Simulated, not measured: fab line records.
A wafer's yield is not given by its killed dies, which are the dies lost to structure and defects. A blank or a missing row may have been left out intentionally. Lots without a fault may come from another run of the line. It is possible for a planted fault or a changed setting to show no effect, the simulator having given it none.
fab line records -- flow sky130
record: lots: 6, wafers: 18, last_day: 49
route steps=708 shown NWELL@82 PWDE@84 VT_ADJUST_HVTP@85 PAD_OPEN@708
lots that met no fault: from a run of the same line without faults
start_h: start of the lot's first displayed wafer, in hours after the record's first day -- wait_h: hours since the lot's step before -- " same as the row above -- L1.1+2: several wafers, shown together as one row -- - no value, or no start given -- * or withheld: withheld -- < > ~ a bound
route shown NAME@n: a module of which the file shows steps, and the number in the route of the first -- usual: average and standard deviation across the fault-free wafers -- same: alike in all rows -- chamber/n: place in a boat -- sites: readings site by site -- _std_site: standard deviation of those values -- _edge_site: mean of outer sites minus mean of inner sites -- radius_mm: for every site, how far away it sits from the centre of the wafer -- mask NAME#n: copy n -- behind: the last tool/chamber to shape the wafer -- hold: reason for holding the lot/hours on hold/outcome of the hold -- device: the transistor (n, p or np) that didn't switch -- end of line: tests of these same wafers at the route's end -- where a step has no rows: the recipe by itself -- killed: count of dies lost to structure and defects at first sort (not the wafer's yield) -- map: shows each die of a wafer: x if killed, . if not, _ if none is there
set.NAME: the setting as run; set.NAME@STEP: as run at that earlier step -- model.NAME: the simulator's own value behind a step, which no gauge read
lots at some steps of the route; a table a step, a row a wafer
services: a tool's chamber out of use, with start hour (start_h, from the record's first day; less than 0 if before it), hours out, and reason
== steps ==
step: SKY_NWELL_RS_MEAS_29
recipe: thk_meas_gauge: four-point-probe
usual: NWELL_RS: 625.6/2.4
lot.wafer,tool,chamber,start_h,wait_h,NWELL_RS[ohm/sq]
L252.1,film_metro-03,-,141.31,0.1,620.0
L252.2,film_metro-03,-,141.31,0.1,620.4
L252.4,film_metro-03,-,141.31,0.1,623.2
L258.3,film_metro-02,-,174.61,0.1,626.9
L258.4,film_metro-02,-,174.61,0.1,623.7
L258.6,film_metro-02,-,174.61,0.1,625.0
L259.3,film_metro-03,-,184.47,0.1,624.1
L259.5,film_metro-03,-,184.47,0.1,626.2
L259.6,film_metro-03,-,184.47,0.1,624.7
L260.1,film_metro-02,-,192.73,0.1,621.9
L260.4,film_metro-02,-,192.73,0.1,622.4
L260.5,film_metro-02,-,192.73,0.1,623.5
L264.1,film_metro-03,-,216.51,0.1,625.3
L264.5,film_metro-03,-,216.51,0.1,625.2
L264.6,film_metro-03,-,216.51,0.1,626.4
L267.1,film_metro-02,-,227.73,0.1,626.2
L267.3,film_metro-02,-,227.73,0.1,627.0
L267.6,film_metro-02,-,227.73,0.1,626.7
step: SKY_NWELL_RS_MEAS_31
recipe: thk_meas_gauge: four-point-probe
usual: PWDE_RS: 5286/19
lot.wafer,tool,chamber,start_h,wait_h,PWDE_RS[ohm/sq]
L252.1,film_metro-03,-,141.55,0.1,5274
L252.2,film_metro-03,-,141.55,0.1,5272
L252.4,film_metro-03,-,141.55,0.1,5266
L258.3,film_metro-02,-,174.85,0.1,5288
L258.4,film_metro-02,-,174.85,0.1,5268
L258.6,film_metro-02,-,174.85,0.1,5284
L259.3,film_metro-03,-,184.71,0.1,5273
L259.5,film_metro-03,-,184.71,0.1,5263
L259.6,film_metro-03,-,184.71,0.1,5266
L260.1,film_metro-02,-,192.97,0.1,5278
L260.4,film_metro-02,-,192.97,0.1,5261
L260.5,film_metro-02,-,192.97,0.1,5270
L264.1,film_metro-03,-,216.75,0.1,5273
L264.5,film_metro-03,-,216.75,0.1,5272
L264.6,film_metro-03,-,216.75,0.1,5276
L267.1,film_metro-02,-,227.97,0.1,5268
L267.3,film_metro-02,-,227.97,0.1,5274
L267.6,film_metro-02,-,227.97,0.1,5290
step: SKY_VT_ADJUST_HVTP_DEHYDRATE_00
recipe: temp_c: 200, time_s: 60
step: SKY_VT_ADJUST_HVTP_HMDS_01
recipe: prime_time_s: 60, prime_temp_c: 120
step: SKY_VT_ADJUST_HVTP_COAT_02
recipe: resist: NOVOLAK, spin_rpm: 3000, resist_thk_nm: 1140
step: SKY_VT_ADJUST_HVTP_SOFTBAKE_03
recipe: temp_c: 90, time_s: 60, resist: NOVOLAK
step: SKY_VT_ADJUST_HVTP_EXPOSE_04
recipe: mask_id: HVTPM, na: 0.6, source_shape: conventional, sigma_outer: 0.6, polarization: unpolarized, target_cd_nm: 380, dose_mj: 140
step: SKY_VT_ADJUST_HVTP_PEB_05
recipe: temp_c: withheld, time_s: *, resist: NOVOLAK
step: SKY_VT_ADJUST_HVTP_DEVELOP_06
recipe: resist: NOVOLAK, developer: TMAH, develop_time_s: 60, dev_temp_c: 23
step: SKY_VT_ADJUST_HVTP_CD_MEAS_07
recipe: target_cd_nm: 380
usual: cd_nm: 380.5/2.5
lot.wafer,tool,chamber,start_h,wait_h,cd_nm
L252.1,cd_sem-02,-,161.58,0.1,386.1
L252.2,cd_sem-02,-,161.58,0.1,382.4
L252.4,cd_sem-02,-,161.58,0.1,385.8
L258.3,cd_sem-01,-,195.92,0.1,382.8
L258.4,cd_sem-01,-,195.92,0.1,380.2
L258.6,cd_sem-01,-,195.92,0.1,380.4
L259.3,cd_sem-01,-,206.02,0.1,379.5
L259.5,cd_sem-01,-,206.02,0.1,377.2
L259.6,cd_sem-01,-,206.02,0.1,377.7
L260.1,cd_sem-02,-,213.91,0.1,381.7
L260.4,cd_sem-02,-,213.91,0.1,381.8
L260.5,cd_sem-02,-,213.91,0.1,381.9
L264.1,cd_sem-02,-,239.84,0.2,381.2
L264.5,cd_sem-02,-,239.84,0.2,383.1
L264.6,cd_sem-02,-,239.84,0.2,384.1
L267.1,cd_sem-01,-,249.63,0.1,383.1
L267.3,cd_sem-01,-,249.63,0.1,382.9
L267.6,cd_sem-01,-,249.63,0.1,382.0
step: SKY_VT_ADJUST_HVTP_OVL_MEAS_08
usual: VT_ADJUST_HVTP_OVL: -0.3/1.3
lot.wafer,tool,chamber,start_h,wait_h,VT_ADJUST_HVTP_OVL[nm]
L252.1,overlay-01,-,161.70,0.1,-0.1
L252.2,overlay-01,-,161.70,0.1,1.1
L252.4,overlay-01,-,161.70,0.1,0.8
L258.3,overlay-01,-,196.01,0.1,2.0
L258.4,overlay-01,-,196.01,0.1,0.8
L258.6,overlay-01,-,196.01,0.1,-0.8
L259.3,overlay-01,-,206.11,0.1,1.1
L259.5,overlay-01,-,206.11,0.1,0.2
L259.6,overlay-01,-,206.11,0.1,-1.0
L260.1,overlay-01,-,214.03,0.1,-1.0
L260.4,overlay-01,-,214.03,0.1,-1.5
L260.5,overlay-01,-,214.03,0.1,-1.4
L264.1,overlay-01,-,239.96,0.1,0.0
L264.5,overlay-01,-,239.96,0.1,-1.8
L264.6,overlay-01,-,239.96,0.1,-1.0
L267.1,overlay-01,-,249.75,0.1,-2.7
L267.3,overlay-01,-,249.75,0.1,0.0
L267.6,overlay-01,-,249.75,0.1,-0.8
step: SKY_VT_ADJUST_HVTP_IMPLANT_09
recipe: species: As, energy_kev: 150, dose_cm2: 4.3e+12, tilt_deg: withheld
usual: beam_energy_keV: 150.01/0.044
lot.wafer,tool,chamber,start_h,wait_h,beam_energy_keV,model.implant.rp_nm,model.implant.drp_nm
L252.1,implanter-02,0,161.74,0.0,149.97,85.74,33.4
L252.2,implanter-02,0,161.74,0.0,149.95,85.74,33.4
L252.4,implanter-02,0,161.74,0.0,150.03,85.74,33.4
L258.3,implanter-02,0,196.09,0.1,159.92,89.92,35.23
L258.4,implanter-02,0,196.09,0.1,159.83,89.92,35.23
L258.6,implanter-02,0,196.09,0.1,159.87,89.92,35.23
L259.3,implanter-02,0,206.19,0.1,159.83,90.34,35.23
L259.5,implanter-02,0,206.19,0.1,159.87,90.34,35.23
L259.6,implanter-02,0,206.19,0.1,159.85,90.34,35.23
L260.1,implanter-04,0,214.07,0.0,149.94,81.47,33.4
L260.4,implanter-04,0,214.07,0.0,149.92,81.47,33.4
L260.5,implanter-04,0,214.07,0.0,149.96,81.47,33.4
L264.1,implanter-04,0,239.99,0.0,150.02,80.95,33.4
L264.5,implanter-04,0,239.99,0.0,150.03,80.95,33.4
L264.6,implanter-04,0,239.99,0.0,150.04,80.95,33.4
L267.1,implanter-01,0,249.79,0.0,150.00,84.41,33.4
L267.3,implanter-01,0,249.79,0.0,150.01,84.41,33.4
L267.6,implanter-01,0,249.79,0.0,149.98,84.41,33.4
step: SKY_VT_ADJUST_HVTP_STRIP_10
recipe: chemistry: O2/N2, power_w: 1400, pressure_mtorr: 1500, platen_temp_c: withheld, o2_flow_sccm: 3000, n2_flow_sccm: 300, overash_fraction: 0.5
usual: drypump_motor_current_A: 5.63/0.26, oes_product_au: 0.716/0.0046, strip_time_to_endpoint_s: 14.17/0.039
lot.wafer,tool,chamber,start_h,wait_h,drypump_motor_current_A,oes_product_au,rf_hours_counter_h,strip_time_to_endpoint_s
L252.1,plasma_asher-04,0,161.89,0.1,5.67,0.716,51,14.19
L252.2,plasma_asher-04,1,161.89,0.1,5.96,0.715,51,14.18
L252.4,plasma_asher-04,0,161.89,0.1,5.66,0.703,-,14.19
L258.3,plasma_asher-04,0,196.30,0.2,5.67,0.723,-,14.19
L258.4,plasma_asher-04,1,196.30,0.2,5.96,0.716,-,14.19
L258.6,plasma_asher-04,1,196.30,0.2,5.94,0.722,-,14.24
L259.3,plasma_asher-04,0,206.32,0.1,5.66,0.715,-,14.18
L259.5,plasma_asher-04,0,206.32,0.1,5.66,0.722,-,14.20
L259.6,plasma_asher-04,1,206.32,0.1,5.94,0.715,-,14.20
L260.1,plasma_asher-02,0,214.22,0.1,5.76,0.718,50,14.17
L260.4,plasma_asher-02,1,214.22,0.1,5.24,0.713,-,14.12
L260.5,plasma_asher-02,1,214.22,0.1,5.21,0.715,-,14.15
L264.1,plasma_asher-02,1,240.14,0.1,5.20,0.717,53,14.14
L264.5,plasma_asher-02,1,240.14,0.1,5.24,0.711,-,14.17
L264.6,plasma_asher-02,0,240.14,0.1,5.74,0.720,-,14.16
L267.1,plasma_asher-02,1,249.94,0.1,5.25,0.711,54,14.09
L267.3,plasma_asher-02,1,249.94,0.1,5.27,0.720,-,14.14
L267.6,plasma_asher-02,1,249.94,0.1,5.26,0.710,-,14.10
step: SKY_PAD_OPEN_PROBE_99
usual: killed_at_M0_to_M3: 42/7.5, killed_at_M4_up: 3.2/1.7, killed_at_contacts: 24/5.1, killed_at_front_end: 15/4.1, killed_at_other: 0.3/0.58, killed_dies: 85/8.9, killed_on_rim: 17/3.9, killed_open: 46/6.4, killed_short: 39/6
same: gross_dies: 492, killed_at_back_side: 0
lot.wafer,tool,chamber,start_h,wait_h,killed_at_M0_to_M3,killed_at_M4_up,killed_at_contacts,killed_at_front_end,killed_at_other,killed_dies,killed_on_rim,killed_open,killed_short,model.etest.tip_p.rs_ohm_sq,model.etest.pfet_01v8_mvt.drive_ua_um,model.etest.pfet_01v8_mvt.off_log10_a_um,model.etest.pfet_01v8.off_log10_a_um,model.etest.sram_pfet_latch.off_log10_a_um,model.etest.pfet_01v8_hvt.off_log10_a_um,model.etest.pfet_01v8_mvt.vt_sat_v,model.etest.pfet_01v8_mvt.vt_v
L252.1,prober-01,-,1113.69,0.1,45,1,25,13,2,86,21,47,38,6813,159.9,-10.23,-9.068,-12.39,-12.74,-0.5437,-0.6366
L252.2,prober-01,-,1113.74,0.1,34,1,28,18,1,82,5,35,46,6796,159.5,-10.28,-9.084,-12.43,-12.67,-0.537,-0.6278
L252.4,prober-01,-,1113.84,0.2,34,3,23,16,3,79,17,32,46,6818,158.4,-10.31,-9.044,-12.32,-12.72,-0.5435,-0.6365
L258.3,prober-01,-,1151.53,0.2,47,4,19,17,3,90,19,42,45,6690,163.5,-9.573,-8.687,-11.97,-12.52,-0.4634,-0.5595
L258.4,prober-01,-,1151.58,0.2,52,5,15,20,0,92,16,51,41,6662,155,-9.627,-9.021,-12.2,-12.67,-0.4838,-0.5735
L258.6,prober-01,-,1151.68,0.2,49,3,21,19,0,92,16,47,44,6668,156.4,-9.733,-9.089,-12.27,-12.69,-0.4888,-0.5781
L259.3,prober-02,-,1154.11,0.2,56,4,16,12,1,89,17,54,35,6611,164.1,-9.157,-8.784,-12.17,-12.54,-0.4404,-0.538
L259.5,prober-02,-,1154.21,0.2,47,8,22,13,1,91,22,51,39,6576,166.8,-9.264,-8.645,-12.32,-12.58,-0.4363,-0.5312
L259.6,prober-02,-,1154.26,0.2,45,3,20,13,0,81,13,51,30,6553,164.2,-9.162,-8.789,-12.05,-12.52,-0.4335,-0.5278
L260.1,prober-01,-,1161.35,0.1,53,2,23,15,0,93,19,54,39,7018,148.7,-11.21,-10.16,-12.94,-13.34,-0.6144,-0.6966
L260.4,prober-01,-,1161.50,0.2,42,5,27,18,0,92,18,43,49,7048,149.2,-11.2,-9.906,-12.89,-13.1,-0.6119,-0.6953
L260.5,prober-01,-,1161.55,0.2,53,4,20,11,1,89,16,52,37,7039,149.1,-11.14,-9.887,-12.81,-13.16,-0.6121,-0.6979
L264.1,prober-01,-,1177.35,0.1,47,4,26,13,0,90,20,53,37,6996,149.3,-11.16,-10.03,-13.17,-13.23,-0.5988,-0.686
L264.5,prober-01,-,1177.55,0.2,38,4,16,16,0,74,15,38,36,6973,149.6,-11.1,-10.2,-13.13,-13.21,-0.6047,-0.6906
L264.6,prober-01,-,1177.60,0.2,39,6,16,22,0,83,15,45,38,6994,147.7,-11.18,-10.14,-12.8,-13.33,-0.608,-0.6938
L267.1,prober-01,-,1184.65,0.1,31,4,24,18,1,78,16,35,43,6859,156.7,-10.23,-9.146,-12.34,-12.68,-0.5346,-0.6305
L267.3,prober-01,-,1184.75,0.2,35,2,25,14,0,76,20,50,26,6833,156.1,-10.43,-9.224,-12.63,-12.77,-0.5441,-0.6369
L267.6,prober-01,-,1184.90,0.2,32,1,28,20,0,81,20,48,33,6821,152.6,-10.36,-9.246,-12.67,-12.89,-0.5462,-0.6387
killed by level:class
L252.1 CONTACT:geometric_particle:open=9 METAL1:geometric_particle:short=8 VIA2:geometric_particle:open=7 VIA3:geometric_particle:open=6 VIA1:geometric_particle:open=6 LI_CONTACT:geometric_particle:short=5 LI_CONTACT:geometric_particle:open=5 METAL2:geometric_particle:short=5
L252.2 CONTACT:geometric_particle:short=11 VIA1:geometric_particle:open=8 VIA3:geometric_particle:open=7 FIELD_ISO:geometric_particle:short=6 LI_CONTACT:geometric_particle:short=6 LI_CONTACT:geometric_particle:open=6 METAL2:geometric_particle:short=5 CONTACT:geometric_particle:open=4
L252.4 LI_CONTACT:geometric_particle:open=11 METAL2:geometric_particle:short=8 VIA1:geometric_particle:short=7 VIA1:geometric_particle:open=6 LI_CONTACT:geometric_particle:short=5 POLY_GATE:geometric_particle:short=4 CONTACT:geometric_particle:short=4 FIELD_ISO:geometric_particle:short=3
L258.3 VIA1:geometric_particle:open=9 VIA2:geometric_particle:short=8 METAL1:geometric_particle:short=8 CONTACT:geometric_particle:open=7 FIELD_ISO:geometric_particle:short=6 LI_CONTACT:geometric_particle:open=5 VIA2:geometric_particle:open=5 POLY_GATE:geometric_particle:short=3
L258.4 VIA1:geometric_particle:open=14 VIA3:geometric_particle:open=8 METAL1:geometric_particle:short=7 FIELD_ISO:geometric_particle:open=6 POLY_GATE:geometric_particle:short=6 CONTACT:geometric_particle:open=6 VIA1:geometric_particle:short=5 FIELD_ISO:geometric_particle:short=4
L258.6 VIA1:geometric_particle:open=11 METAL1:geometric_particle:short=11 FIELD_ISO:geometric_particle:short=7 LI_CONTACT:geometric_particle:open=7 CONTACT:geometric_particle:open=7 VIA1:geometric_particle:short=7 VIA3:geometric_particle:open=6 CONTACT:geometric_particle:short=6
L259.3 VIA3:geometric_particle:open=12 VIA2:geometric_particle:open=10 VIA1:geometric_particle:open=8 CONTACT:geometric_particle:open=8 VIA1:geometric_particle:short=7 METAL2:geometric_particle:short=7 METAL1:geometric_particle:short=5 FIELD_ISO:geometric_particle:short=3
L259.5 VIA1:geometric_particle:open=13 CONTACT:geometric_particle:open=8 VIA2:geometric_particle:open=8 METAL2:geometric_particle:short=7 LI_CONTACT:geometric_particle:open=6 METAL1:geometric_particle:short=5 VIA1:geometric_particle:short=5 FIELD_ISO:geometric_particle:short=4
L259.6 VIA1:geometric_particle:open=16 CONTACT:geometric_particle:open=8 VIA3:geometric_particle:open=6 VIA2:geometric_particle:open=5 FIELD_ISO:geometric_particle:open=4 LI_CONTACT:geometric_particle:short=4 METAL2:geometric_particle:short=4 POLY_GATE:geometric_particle:short=3
L260.1 VIA1:geometric_particle:open=14 VIA3:geometric_particle:open=8 METAL2:geometric_particle:short=8 CONTACT:geometric_particle:open=8 VIA1:geometric_particle:short=8 VIA2:geometric_particle:open=7 FIELD_ISO:geometric_particle:open=5 LI_CONTACT:geometric_particle:open=5
L260.4 CONTACT:geometric_particle:open=10 VIA1:geometric_particle:open=10 VIA1:geometric_particle:short=7 LI_CONTACT:geometric_particle:open=6 VIA3:geometric_particle:short=6 LOCAL_INTERCONNECT:geometric_particle:short=5 METAL1:geometric_particle:short=5 VIA2:geometric_particle:open=5
L260.5 VIA1:geometric_particle:open=15 CONTACT:geometric_particle:open=9 VIA2:geometric_particle:open=8 VIA3:geometric_particle:open=7 VIA1:geometric_particle:short=6 METAL2:geometric_particle:short=5 VIA2:geometric_particle:short=4 METAL4:geometric_particle:short=4
L264.1 VIA1:geometric_particle:open=13 LI_CONTACT:geometric_particle:open=7 METAL1:geometric_particle:short=7 VIA3:geometric_particle:open=7 CONTACT:geometric_particle:open=6 CONTACT:geometric_particle:short=6 FIELD_ISO:geometric_particle:open=4 VIA1:geometric_particle:short=4
L264.5 METAL2:geometric_particle:short=8 VIA3:geometric_particle:open=7 LI_CONTACT:geometric_particle:open=7 METAL1:geometric_particle:short=6 VIA1:geometric_particle:open=5 VIA2:geometric_particle:open=5 POLY_GATE:geometric_particle:short=5 FIELD_ISO:geometric_particle:open=4
L264.6 VIA1:geometric_particle:open=10 METAL1:geometric_particle:short=7 VIA3:geometric_particle:open=7 FIELD_ISO:geometric_particle:short=6 POLY_GATE:geometric_particle:open=6 POLY_GATE:geometric_particle:short=6 CONTACT:geometric_particle:open=5 LI_CONTACT:geometric_particle:open=4
L267.1 CONTACT:geometric_particle:open=10 METAL2:geometric_particle:short=8 LI_CONTACT:geometric_particle:open=7 FIELD_ISO:geometric_particle:short=6 FIELD_ISO:geometric_particle:open=4 VIA1:geometric_particle:open=4 LOCAL_INTERCONNECT:geometric_particle:short=4 VIA2:geometric_particle:short=4
L267.3 CONTACT:geometric_particle:open=10 VIA1:geometric_particle:open=10 LI_CONTACT:geometric_particle:open=8 VIA3:geometric_particle:open=5 FIELD_ISO:geometric_particle:short=5 METAL2:geometric_particle:short=5 VIA2:geometric_particle:open=5 FIELD_ISO:geometric_particle:open=4
L267.6 CONTACT:geometric_particle:open=17 VIA1:geometric_particle:open=9 FIELD_ISO:geometric_particle:open=7 FIELD_ISO:geometric_particle:short=6 LI_CONTACT:geometric_particle:open=5 METAL2:geometric_particle:short=5 VIA3:geometric_particle:open=4 POLY_GATE:geometric_particle:open=3
== services ==
tool,chamber,start_h,hours,kind
implanter-02,-,145.40,4.6,repair
plasma_asher-02,-,146.76,0.5,repair
implanter-02,-,180.64,0.8,repair
plasma_asher-02,-,185.47,13.6,repair
implanter-04,-,246.75,4.5,repair
== key ==
first_sign: step: SKY_VT_ADJUST_HVTP_IMPLANT_09, reading: beam_energy_keV, direction: up, sigmas: 99+, usual: *, struck: *
effect none on later readings
model_effect: step: SKY_VT_ADJUST_HVTP_IMPLANT_09, value: implant.rp_nm, without: 84.85, struck: 90.13
model_effect: step: SKY_PAD_OPEN_PROBE_99, value: etest.tip_p.rs_ohm_sq, without: 6832, struck: 6626
met_at SKY_VT_ADJUST_HVTP_IMPLANT_09
struck_wafers L258.3,L258.4,L258.6,L259.3,L259.5,L259.6
tester_left_out L258,L259
onset_between 161.74 196.09
fault: kind: process_parameter_drift, tool: implanter-02, chamber: -, onset_h: 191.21, steps: SKY_VT_ADJUST_HVTP_IMPLANT_09, channel: energy_kev, offset: *, shape: step, end_h: 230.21, acts_in: *, stated: *
tester_left_out: of these lots the tester's yield and bins aren't shown, on N5 and GAA mostly nor the transistor test; their killed dies are dies lost to structure and defects alone, not to doping, threshold or leakage, so they don't give the yield
